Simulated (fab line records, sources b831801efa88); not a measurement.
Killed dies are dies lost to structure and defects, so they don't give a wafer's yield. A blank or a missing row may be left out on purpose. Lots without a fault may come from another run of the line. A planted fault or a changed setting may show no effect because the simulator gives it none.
fab line records | flow sky130
record lots=5 wafers=15 last_day=48
route steps=708 shown FIELD_ISO@15 NWELL@32 DNWELL@35 PWDE@45 PAD_OPEN@708
lots that met no fault: from a run of the same line without faults
start_h: hours from the record's first day to the start of the lot's first wafer shown | wait_h: hours since the lot's step before | " the same as in the row above | L1.1+2: a row that stands for several wafers | - no value, or no start given | * or withheld: withheld | < > ~ a bound
route shown NAME@n: a module of which the file shows steps, and the number in the route of the first | usual: mean/standard deviation of fault-free wafers | same: alike in all rows | chamber/n: place in a boat | sites: the reading at each site | _std_site: their standard deviation | _edge_site: outer sites' mean less inner sites' | radius_mm: how far each site lies from the wafer's centre | mask NAME#n: copy n | behind: the tool/chamber that last shaped the wafer | hold: why the lot was held/for how many hours/how that ended | device: the transistor (n, p or np) that didn't switch | end of line: the same wafers' tests at the end of the route | a step without rows: its recipe alone | killed: dies lost to structure and defects at the first sort, not the wafer's yield | map: a wafer's dies, x killed, . not, _ none there
set.NAME: the setting as run; set.NAME@STEP: as run at that earlier step | model.NAME: the simulator's own value behind a step, which no gauge read
lots at some steps of the route; a table a step, a row a wafer
services: from which hour (start_h, from the record's first day; less than 0 if before it) a tool's chamber was out of use, for how many hours, and why
## steps
# step SKY_FIELD_ISO_ETCH_14
# recipe chemistry=N2/H2 target=BARC ion_energy_ev=200 source_w=500 bias_w=100 pressure_mtorr=30 n2_flow_sccm=100 h2_flow_sccm=200 stop_on=SiO2 time_s=45.9 target_depth_a=600
# step SKY_FIELD_ISO_ETCH_15
# recipe chemistry=CHF3/O2 target_depth_nm=180 stop_on=Si source_w=600 bias_w=200 pressure_mtorr=40 chf3_flow_sccm=50 O2_flow_sccm=5 time_s=72
# step SKY_FIELD_ISO_STRIP_16
# recipe chemistry=O2/N2 power_w=1400 pressure_mtorr=1500 platen_temp_c=withheld o2_flow_sccm=3000 n2_flow_sccm=300 overash_fraction=0.5
# step SKY_FIELD_ISO_ETCH_17
# recipe target_depth_a=3420 mask_material=Si3N4 chemistry=HBr/Cl2/O2 target=Si taper_deg=5 icp_w=600 bias_w=150 pressure_mtorr=15 HBr_flow_sccm=150 Cl2_flow_sccm=40 O2_flow_sccm=6 time_s=97.7
# step SKY_FIELD_ISO_WET_ETCH_18
# recipe chemistry=H3PO4 target_depth_nm=25 temp_c=160 target=Si3N4 time_s=286
# step SKY_FIELD_ISO_CLEAN_19
# recipe chemistry=SC1/SC2 mix=1:4:20 temp_c=70 time_s=150
# step SKY_FIELD_ISO_CLEAN_20
# recipe chemistry=dHF time_s=20 dilution=100:1
# step SKY_FIELD_ISO_WET_ETCH_21
# recipe chemistry=dHF dilution=100:1 target_depth_nm=20 dry=ipa_marangoni target=SiO2 temp_c=25 time_s=400
# step SKY_FIELD_ISO_OXIDATION_22
# recipe temp_c=950 ambient=O2 stabilise_s=600 purge_s=300 target_thk_a=100 ox_time_s=623
# step SKY_FIELD_ISO_CVD_24
# recipe material=SiO2 target_thk_nm=595 temp_c=650 sigma_open_frac=0.3 time_s=99.2 sih4_flow_sccm=60 pressure_mtorr=6
# step SKY_FIELD_ISO_ANNEAL_26
# recipe temp_c=1000 time_s=1800 ambient=N2
# usual spike_tc_bottom_C=1018.2/1
# columns lot.wafer tool chamber start_h wait_h spike_tc_bottom_C
L209.1 furnace-02 0 53.41 1.7 1020.8
L209.3 " 0 " " 1018.7
L209.6 " 0 " " 1018.7
L215.1 furnace-02 0 84.16 2.4 1018.6
L215.3 " 0 " " 1019.7
L215.5 " 0 " " 1019.5
L216.2 furnace-01 0 86.87 1.2 1016.2
L216.5 " 0 " " 1015.6
L216.6 " 0 " " 1016.7
L218.1 furnace-02 0 94.49 0.1 1019.0
L218.2 " 0 " " 1019.0
L218.6 " 0 " " 1018.7
L219.3 furnace-02 0 99.45 0.0 1018.6
L219.4 " 0 " " 1018.0
L219.6 " 0 " " 1017.7
# step SKY_FIELD_ISO_CMP_27
# recipe stop_on=Si3N4 t_overpolish_s=16 down_force_psi=4 platen_rpm=60 target_thk_nm=457.8 pad_velocity_m_s=0.94248
# step SKY_FIELD_ISO_WET_ETCH_28
# recipe chemistry=dHF target_depth_nm=23.7 target=SiO2 dilution=10:1 temp_c=25 time_s=47
# step SKY_FIELD_ISO_WET_ETCH_29
# recipe chemistry=H3PO4 target_depth_nm=160 target=Si3N4 temp_c=160 time_s=1825
# step SKY_FIELD_ISO_WET_ETCH_30
# recipe chemistry=dHF target_depth_nm=25 target=SiO2 dilution=10:1 temp_c=25 time_s=50
# step SKY_NWELL_CLEAN_00
# recipe chemistry=SC1/SC2 mix=1:4:20 temp_c=70 time_s=150 dry=n2_spin
# step SKY_NWELL_OXIDATION_01
# recipe temp_c=900 ambient=O2 stabilise_s=600 purge_s=300 target_thk_a=100 ox_time_s=1418
# step SKY_DNWELL_DEHYDRATE_00
# recipe temp_c=200 time_s=60
# step SKY_DNWELL_HMDS_01
# recipe prime_time_s=60 prime_temp_c=120
# step SKY_DNWELL_COAT_02
# recipe spin_rpm=2000 resist_thk_nm=3000
# step SKY_DNWELL_SOFTBAKE_03
# recipe temp_c=110 time_s=withheld
# step SKY_DNWELL_EXPOSE_04
# recipe mask_id=DNM na=0.57 target_cd_nm=3000 dose_mj=222
# step SKY_DNWELL_PEB_05
# recipe temp_c=115 time_s=withheld
# step SKY_DNWELL_DEVELOP_06
# recipe wall_angle_deg=90 developer=TMAH develop_time_s=60 dev_temp_c=23
# step SKY_DNWELL_IMPLANT_07
# recipe species=P energy_kev=withheld dose_cm2=withheld tilt_deg=withheld
# step SKY_DNWELL_STRIP_08
# recipe chemistry=O2/N2 power_w=1400 pressure_mtorr=1500 platen_temp_c=withheld o2_flow_sccm=3000 n2_flow_sccm=300 overash_fraction=0.5
# step SKY_PWDE_DEHYDRATE_00
# recipe temp_c=200 time_s=60
# step SKY_PWDE_HMDS_01
# recipe prime_time_s=60 prime_temp_c=120
# step SKY_PWDE_COAT_02
# recipe spin_rpm=2000 resist_thk_nm=3000
# step SKY_PWDE_SOFTBAKE_03
# recipe temp_c=110 time_s=withheld
# step SKY_PWDE_EXPOSE_04
# recipe mask_id=PWDEM na=0.6 source_shape=conventional sigma_outer=0.6 polarization=unpolarized target_cd_nm=840 dose_mj=214
# step SKY_PWDE_PEB_05
# recipe temp_c=115 time_s=withheld
# step SKY_PWDE_DEVELOP_06
# recipe wall_angle_deg=90 developer=TMAH develop_time_s=60 dev_temp_c=23
# step SKY_PWDE_IMPLANT_08
# recipe species=B energy_kev=150 dose_cm2=3.6e+12 tilt_deg=withheld
# step SKY_PWDE_STRIP_09
# recipe chemistry=O2/N2 power_w=1400 pressure_mtorr=1500 platen_temp_c=withheld o2_flow_sccm=3000 n2_flow_sccm=300 overash_fraction=0.5
# step SKY_NWELL_DEHYDRATE_03
# recipe temp_c=200 time_s=60
# step SKY_PAD_OPEN_PROBE_99
# usual killed_at_M0_to_M3=44/7.3 killed_at_M4_up=3.5/1.8 killed_at_contacts=24/5.8 killed_at_front_end=16/4.3 killed_at_other=0.5/0.68 killed_dies=88/9.4 killed_open=48/6.8 killed_short=40/6.1
# same gross_dies=492 killed_at_back_side=0
# columns lot.wafer tool chamber start_h wait_h killed_at_M0_to_M3 killed_at_M4_up killed_at_contacts killed_at_front_end killed_at_other killed_dies killed_open killed_short model.etest.diode_nwell_sub.leak_log10_a_cm2 model.etest.diode_dnwell_sub.leak_log10_a_cm2 model.etest.cap_ono.gate_bv_v model.etest.diode_pwell_dnwell.leak_log10_a_cm2 model.etest.nfet_16v.off_log10_a_um model.etest.pfet_16v.off_log10_a_um
L209.1 prober-01 - 1095.33 0.1 41 3 20 7 1 72 38 34 -7.332 -7.063 16.34 -7.565 -13.79 -13.83
L209.3 prober-01 - 1095.43 0.2 38 7 16 17 0 78 37 40 -7.179 -7.282 15.67 -7.783 -13.77 -13.82
L209.6 prober-01 - 1095.58 0.2 52 2 19 7 0 80 50 30 -7.149 -7.307 16.33 -7.697 -13.84 -13.97
L215.1 prober-01 - 1133.87 0.1 53 0 28 14 1 96 53 42 -6.706 -6.843 16.09 -7.295 -13.75 -13.78
L215.3 prober-01 - 1133.97 0.2 47 3 30 17 0 97 59 38 -6.752 -6.715 15.6 -7.332 -13.64 -13.83
L215.5 prober-01 - 1134.07 0.2 68 3 16 19 0 106 58 46 -6.501 -6.492 16.07 -7.1 -13.71 -13.72
L216.2 prober-02 - 1142.30 0.1 45 2 24 12 0 83 40 43 -7.338 -7.183 16.09 -7.441 -13.89 -13.96
L216.5 prober-02 - 1142.45 0.2 45 5 27 18 0 95 57 38 -7.307 -7.131 16.28 -7.663 -13.8 -13.86
L216.6 prober-02 - 1142.50 0.2 54 4 24 12 1 95 49 46 -7.369 -7.275 16.52 -7.826 -13.84 -14.06
L219.3 prober-02 - 1153.84 0.2 41 3 30 26 0 100 61 39 -6.471 -6.631 15.52 -6.938 -13.53 -13.79
L219.4 prober-02 - 1153.89 0.2 42 2 26 24 0 94 46 48 -6.526 -6.812 15.64 -7.072 -13.61 -13.77
L219.6 prober-02 - 1153.99 0.2 43 3 25 20 1 92 50 41 -6.993 -6.657 15.68 -6.712 -13.61 -13.82
L218.1 prober-01 - 1155.25 0.1 48 3 29 24 0 104 62 39 -6.646 -6.954 15.89 -7.032 -13.82 -13.62
L218.2 prober-01 - 1155.30 0.1 49 4 29 22 0 104 54 49 -6.811 -6.796 16.5 -7.272 -13.69 -13.76
L218.6 prober-01 - 1155.50 0.2 44 2 31 18 1 96 51 44 -6.772 -7.027 16.11 -7.119 -13.69 -13.73
# killed by level:class
L209.1 VIA2:geometric_particle:open=8 METAL1:geometric_particle:short=7 VIA3:geometric_particle:open=7 LI_CONTACT:geometric_particle:open=6 LI_CONTACT:geometric_particle:short=4 VIA1:geometric_particle:open=4 CONTACT:geometric_particle:open=4 METAL3:geometric_particle:short=4
L209.3 METAL2:geometric_particle:short=9 VIA1:geometric_particle:open=8 VIA3:geometric_particle:open=6 FIELD_ISO:geometric_particle:open=5 POLY_GATE:geometric_particle:short=5 LI_CONTACT:geometric_particle:open=5 VIA1:geometric_particle:short=5 POLY_GATE:geometric_particle:open=4
L209.6 VIA2:geometric_particle:open=12 VIA1:geometric_particle:open=11 METAL1:geometric_particle:short=8 CONTACT:geometric_particle:open=7 LI_CONTACT:geometric_particle:open=6 VIA1:geometric_particle:short=4 CONTACT:geometric_particle:short=4 VIA3:geometric_particle:open=4
L215.1 VIA3:geometric_particle:open=14 CONTACT:geometric_particle:open=11 VIA1:geometric_particle:open=8 METAL2:geometric_particle:short=8 LI_CONTACT:geometric_particle:open=7 CONTACT:geometric_particle:short=6 VIA1:geometric_particle:short=5 VIA2:geometric_particle:short=5
L215.3 VIA1:geometric_particle:open=13 VIA3:geometric_particle:open=12 LI_CONTACT:geometric_particle:open=11 VIA2:geometric_particle:open=9 FIELD_ISO:geometric_particle:short=8 CONTACT:geometric_particle:open=8 LI_CONTACT:geometric_particle:short=4 CONTACT:geometric_particle:short=4
L215.5 VIA3:geometric_particle:open=14 VIA1:geometric_particle:open=13 VIA2:geometric_particle:open=12 FIELD_ISO:geometric_particle:short=6 FIELD_ISO:geometric_particle:open=6 VIA1:geometric_particle:short=6 VIA3:geometric_particle:short=6 LI_CONTACT:geometric_particle:open=5
L216.2 VIA1:geometric_particle:open=10 CONTACT:geometric_particle:open=7 METAL1:geometric_particle:short=7 LI_CONTACT:geometric_particle:open=6 CONTACT:geometric_particle:short=6 VIA1:geometric_particle:short=6 METAL2:geometric_particle:short=5 VIA3:geometric_particle:open=5
L216.5 VIA1:geometric_particle:open=13 CONTACT:geometric_particle:open=11 CONTACT:geometric_particle:short=7 FIELD_ISO:geometric_particle:open=6 LI_CONTACT:geometric_particle:open=6 VIA1:geometric_particle:short=6 METAL2:geometric_particle:short=6 POLY_GATE:geometric_particle:open=4
L216.6 VIA1:geometric_particle:open=15 METAL1:geometric_particle:short=11 CONTACT:geometric_particle:open=7 METAL2:geometric_particle:short=7 LI_CONTACT:geometric_particle:open=6 VIA1:geometric_particle:short=6 LOCAL_INTERCONNECT:geometric_particle:short=4 VIA2:geometric_particle:short=4
L219.3 CONTACT:geometric_particle:open=12 LI_CONTACT:geometric_particle:open=11 VIA1:geometric_particle:open=8 METAL1:geometric_particle:short=7 POLY_GATE:geometric_particle:short=7 FIELD_ISO:geometric_particle:open=6 METAL2:geometric_particle:short=6 VIA2:geometric_particle:open=6
L219.4 CONTACT:geometric_particle:open=8 VIA1:geometric_particle:open=8 METAL2:geometric_particle:short=8 POLY_GATE:geometric_particle:open=7 LI_CONTACT:geometric_particle:open=7 LOCAL_INTERCONNECT:geometric_particle:short=6 FIELD_ISO:geometric_particle:short=5 POLY_GATE:geometric_particle:short=5
L219.6 METAL1:geometric_particle:short=8 LI_CONTACT:geometric_particle:open=8 VIA1:geometric_particle:open=8 CONTACT:geometric_particle:open=6 VIA2:geometric_particle:open=6 FIELD_ISO:geometric_particle:open=5 CONTACT:geometric_particle:short=5 VIA3:geometric_particle:open=5
L218.1 VIA3:geometric_particle:open=12 VIA1:geometric_particle:open=12 CONTACT:geometric_particle:open=10 METAL1:geometric_particle:short=7 LI_CONTACT:geometric_particle:open=6 CONTACT:geometric_particle:short=6 FIELD_ISO:geometric_particle:open=5 FIELD_ISO:geometric_particle:short=4
L218.2 CONTACT:geometric_particle:open=12 VIA3:geometric_particle:open=10 VIA2:geometric_particle:open=8 LI_CONTACT:geometric_particle:open=7 METAL1:geometric_particle:short=6 METAL3:geometric_particle:short=6 FIELD_ISO:geometric_particle:open=5 METAL2:geometric_particle:short=5
L218.6 VIA1:geometric_particle:open=13 LI_CONTACT:geometric_particle:open=10 CONTACT:geometric_particle:open=9 VIA3:geometric_particle:open=6 CONTACT:geometric_particle:short=5 FIELD_ISO:geometric_particle:short=4 POLY_GATE:geometric_particle:open=4 LI_CONTACT:geometric_particle:short=4
## services
# columns tool chamber start_h hours kind
furnace-01 - 32.15 13.9 repair
furnace-02 - 78.56 4.1 pm
## key
first_sign none at tools or gauges
model_effect step=SKY_PAD_OPEN_PROBE_99 value=etest.diode_nwell_sub.leak_log10_a_cm2 without=-7.256 struck=-6.686
met_at SKY_FIELD_ISO_ANNEAL_26
struck_wafers L215.1,L215.3,L215.5,L218.1,L218.2,L218.6,L219.3,L219.4,L219.6
tester_left_out L215,L218,L219
onset_between 53.41 84.16
fault kind=metallic_contamination_source tool=furnace-02 chamber=- onset_h=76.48 steps=SKY_FIELD_ISO_ANNEAL_26 rate_cm2_per_visit=2.1191e+12 species=metal_cu_cm2
# tester_left_out: of these lots the tester's yield and bins aren't shown, on N5 and GAA mostly nor the transistor test; their killed dies are dies lost to structure and defects alone, not to doping, threshold or leakage, so they don't give the yield
